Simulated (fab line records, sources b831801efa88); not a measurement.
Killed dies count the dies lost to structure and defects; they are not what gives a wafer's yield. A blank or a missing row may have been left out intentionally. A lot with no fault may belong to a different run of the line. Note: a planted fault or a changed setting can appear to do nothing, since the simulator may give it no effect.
What tool caused it? | flow gf180mcu | 11 lots with 33 wafers sampled at 5 steps, on a route of 602 steps

## WHAT THE GAUGES SHOWED, per wafer
GF_V1_BOW_MEAS_05. Usual: V1_BOW gives 83 um (standard deviation 7.1).
lot  | measured     | on            | V1_BOW (um) | flag
L146 | day 17 02:25 | film metro-04 | 79 89 87    |
L149 | day 18 07:53 | film metro-01 | 74 80 68    |
L153 | day 20 02:23 | film metro-04 | 86 83 91    |
L159 | day 21 23:05 | film metro-01 | 90 86 86    |
L162 | day 23 01:33 | film metro-01 | 79 76 95    |
L163 | day 23 10:28 | film metro-04 | 90 88 86    |
L165 | day 23 22:52 | film metro-04 | 89 93 92    |
L166 | day 24 10:32 | film metro-03 | 82 84 76    |
L168 | day 25 01:58 | film metro-04 | 84 84 89    |

## WHAT TOOL EACH LOT RAN ON (gives the tool, then ch and the chambers of the sampled wafers, and finally the start)
lot  | GF_CONTACT_STRIP_18                  | GF_M1_METAL_ETCH_16               | GF_M1_STRIP_17                       | GF_V1_CVD_02
L146 | plasma asher-02 ch 0,1, day 16 01:31 | rie metal-04 ch 0,1, day 17 01:08 | plasma asher-02 ch 0,1, day 17 01:16 | pecvd-03 ch 1,2, day 17 01:58
L149 | plasma asher-04 ch 0,1, day 17 05:48 | rie metal-02 ch 0,1, day 18 06:35 | plasma asher-03 ch 0,1, day 18 06:42 | pecvd-04 ch 0,1,2, day 18 07:26
L153 | plasma asher-02 ch 0,1, day 18 23:36 | rie metal-01 ch 0, day 20 00:59   | plasma asher-02 ch 0,1, day 20 01:15 | pecvd-04 ch 0,1, day 20 01:57
L155 | plasma asher-02 ch 0,1, day 19 08:19 | rie metal-04 ch 0, day 20 09:49   | plasma asher-01 ch 0,1, day 20 09:56 | -
L156 | plasma asher-01 ch 0,1, day 19 18:30 | rie metal-02 ch 0,1, day 20 19:42 | plasma asher-03 ch 0,1, day 20 19:49 | -
L159 | plasma asher-04 ch 0,1, day 20 20:12 | rie metal-04 ch 1, day 21 21:43   | plasma asher-03 ch 0,1, day 21 21:58 | pecvd-03 ch 0,2, day 21 22:40
L162 | plasma asher-01 ch 0,1, day 21 23:21 | rie metal-01 ch 0,1, day 23 00:20 | plasma asher-01 ch 0,1, day 23 00:27 | pecvd-03 ch 0,2, day 23 01:05
L163 | plasma asher-04 ch 0,1, day 22 08:36 | rie metal-04 ch 0,1, day 23 09:14 | plasma asher-01 ch 0,1, day 23 09:21 | pecvd-04 ch 0,2, day 23 09:59
L165 | plasma asher-02 ch 0,1, day 22 21:20 | rie metal-02 ch 0,1, day 23 21:29 | plasma asher-01 ch 0,1, day 23 21:36 | pecvd-02 ch 0,1,2, day 23 22:23
L166 | plasma asher-02 ch 0,1, day 23 09:03 | rie metal-04 ch 0, day 24 09:10   | plasma asher-03 ch 0,1, day 24 09:26 | pecvd-02 ch 0,1,2, day 24 10:04
L168 | plasma asher-02 ch 0,1, day 24 00:21 | rie metal-02 ch 0,1, day 25 00:36 | plasma asher-01 ch 0,1, day 25 00:44 | pecvd-04 ch 0,2, day 25 01:28
- GF_CONTACT_STRIP_18: strips in O2/N2.
- GF_M1_METAL_ETCH_16: etches the open film in Cl2/BCl3, stops on SiO2, target depth 750.8 nm, time 127.9 s.
- GF_M1_STRIP_17: strips in O2/N2.
- GF_V1_CVD_02: deposits SiO2 from TEOS, target thk 850 nm, time 94.851 s.

## WHAT THE TOOLS THEMSELVES READ (means of the sampled wafers that have a number; where no wafer has one, the mark that the record gives instead)
GF_CONTACT_STRIP_18. Usual: drypump motor current A 5.86 A, standard deviation 0.27; heater power w 313 W, standard deviation 41; oes product au 0.579 a.u., standard deviation 0.005.
lot  | tool            | drypump motor current A (A) | heater power w (W) | oes product au (a.u.) | flag
L146 | plasma asher-02 | 5.97                        | 280                | 0.576                 |
L149 | plasma asher-04 | 5.50                        | 303                | 0.583                 |
L153 | plasma asher-02 | 5.95                        | 280                | 0.577                 |
L155 | plasma asher-02 | 5.96                        | 282                | 0.578                 |
L156 | plasma asher-01 | 5.71                        | 357                | 0.582                 |
L159 | plasma asher-04 | 5.63                        | 309                | 0.582                 |
L162 | plasma asher-01 | 5.89                        | 370                | 0.582                 |
L163 | plasma asher-04 | 5.63                        | 308                | 0.577                 |
L165 | plasma asher-02 | 5.94                        | 283                | 0.577                 |
L166 | plasma asher-02 | 5.94                        | 280                | 0.580                 |
L168 | plasma asher-02 | 6.06                        | 303                | 0.578                 |

GF_M1_METAL_ETCH_16. Usual: bcl3 flow sccm 40.02 sccm, standard deviation 0.12; bias w 140.10 W, standard deviation 0.25; drypump motor current A 5.9 A, standard deviation 0.42; oes product au 0.988 a.u., standard deviation 0.0061; rf fwd power W 798.5 W, standard deviation 1.7; throttle valve pct 28.233 %, standard deviation 0.011.
lot  | tool         | bcl3 flow sccm (sccm) | bias w (W) | drypump motor current A (A) | oes product au (a.u.) | rf fwd power W (W) | throttle valve pct (%) | flag
L146 | rie metal-04 | 39.92                 | -          | 5.2                         | 0.986                 | -                  | 28.234                 |
L149 | rie metal-02 | 40.04                 | -          | 6.1                         | 0.996                 | -                  | 28.231                 |
L153 | rie metal-01 | 39.95                 | -          | 5.9                         | 0.989                 | -                  | 28.233                 |
L155 | rie metal-04 | -                     | -          | -                           | -                     | -                  | -                      | OFF
L156 | rie metal-02 | -                     | -          | -                           | -                     | -                  | -                      | OFF
L159 | rie metal-04 | 39.94                 | -          | 5.0                         | 0.990                 | -                  | 28.220                 |
L162 | rie metal-01 | 40.03                 | -          | 6.0                         | 0.985                 | -                  | 28.239                 |
L163 | rie metal-04 | 39.94                 | -          | 5.2                         | 0.990                 | -                  | 28.227                 |
L165 | rie metal-02 | 39.93                 | -          | 6.1                         | 0.988                 | -                  | 28.229                 |
L166 | rie metal-04 | 40.06                 | 139.97     | 5.5                         | 0.985                 | 798.4              | 28.236                 |
L168 | rie metal-02 | 40.01                 | -          | 6.1                         | 0.987                 | -                  | 28.234                 |

GF_M1_STRIP_17. Usual: drypump motor current A 5.85 A, standard deviation 0.23; heater power w 332 W, standard deviation 39; oes product au 0.536 a.u., standard deviation 0.0052; strip time to endpoint s 7.32 s, standard deviation 0.052.
lot  | tool            | drypump motor current A (A) | heater power w (W) | oes product au (a.u.) | strip time to endpoint s (s) | flag
L146 | plasma asher-02 | 6.04                        | 298                | 0.543                 | 7.32                         |
L149 | plasma asher-03 | 5.73                        | 329                | 0.533                 | 7.26                         |
L153 | plasma asher-02 | 5.95                        | 280                | 0.531                 | 7.31                         |
L155 | plasma asher-01 | 5.89                        | 373                | 0.658                 | 10.19                        | OFF
L156 | plasma asher-03 | 5.75                        | 334                | 0.661                 | 10.22                        | OFF
L159 | plasma asher-03 | 5.75                        | 337                | 0.538                 | 7.36                         |
L162 | plasma asher-01 | 5.88                        | 371                | 0.536                 | 7.34                         |
L163 | plasma asher-01 | 5.87                        | 371                | 0.535                 | 7.38                         |
L165 | plasma asher-01 | 5.70                        | 359                | 0.535                 | 7.32                         |
L166 | plasma asher-03 | 5.82                        | 338                | 0.536                 | 7.38                         |
L168 | plasma asher-01 | 5.69                        | 363                | 0.534                 | 7.30                         |

GF_V1_CVD_02. Usual: heater power w 664 W, standard deviation 110; rf fwd power W 596.4 W, standard deviation 2.1; susceptor temp C 399.99 C, standard deviation 0.21.
lot  | tool     | heater power w (W) | rf fwd power W (W) | susceptor temp C (C) | flag
L146 | pecvd-03 | 654                | 595.0              | 400.17               |
L149 | pecvd-04 | 582                | 596.5              | 400.07               |
L153 | pecvd-04 | 656                | 597.6              | 400.22               |
L159 | pecvd-03 | 747                | 596.0              | 400.11               |
L162 | pecvd-03 | 687                | 594.3              | 400.14               |
L163 | pecvd-04 | 724                | 599.3              | 399.93               |
L165 | pecvd-02 | 618                | 597.0              | 399.82               |
L166 | pecvd-02 | 677                | 597.4              | 400.09               |
L168 | pecvd-04 | 594                | 594.8              | 400.05               |

## THE ANSWER, worked out from the rows above alone
Rule: a lot counts as off when the mean over its wafers that have a number is more than 3 standard deviations away from the usual mean. Also off: a lot with no number at a reading for which 4 or more lots have one. Any other lot the step has rows for is counted as sound. Order of review: gauges by route order, followed by the tools' own readings, for which a lot's mean as printed above is used. At the first step where some lot is off, the reading lying furthest off is the one used; lots without a number count as furthest.
Off, at GF_M1_METAL_ETCH_16 on bcl3 flow sccm: L155, L156. Without a number there: L155, L156.
A tool fits if, at that step or a process step before it, it ran every lot that is off, and no sound lot after the first of them. None of those tried fits.

## WHAT HAD BEEN PUT IN BY THE SIMULATOR
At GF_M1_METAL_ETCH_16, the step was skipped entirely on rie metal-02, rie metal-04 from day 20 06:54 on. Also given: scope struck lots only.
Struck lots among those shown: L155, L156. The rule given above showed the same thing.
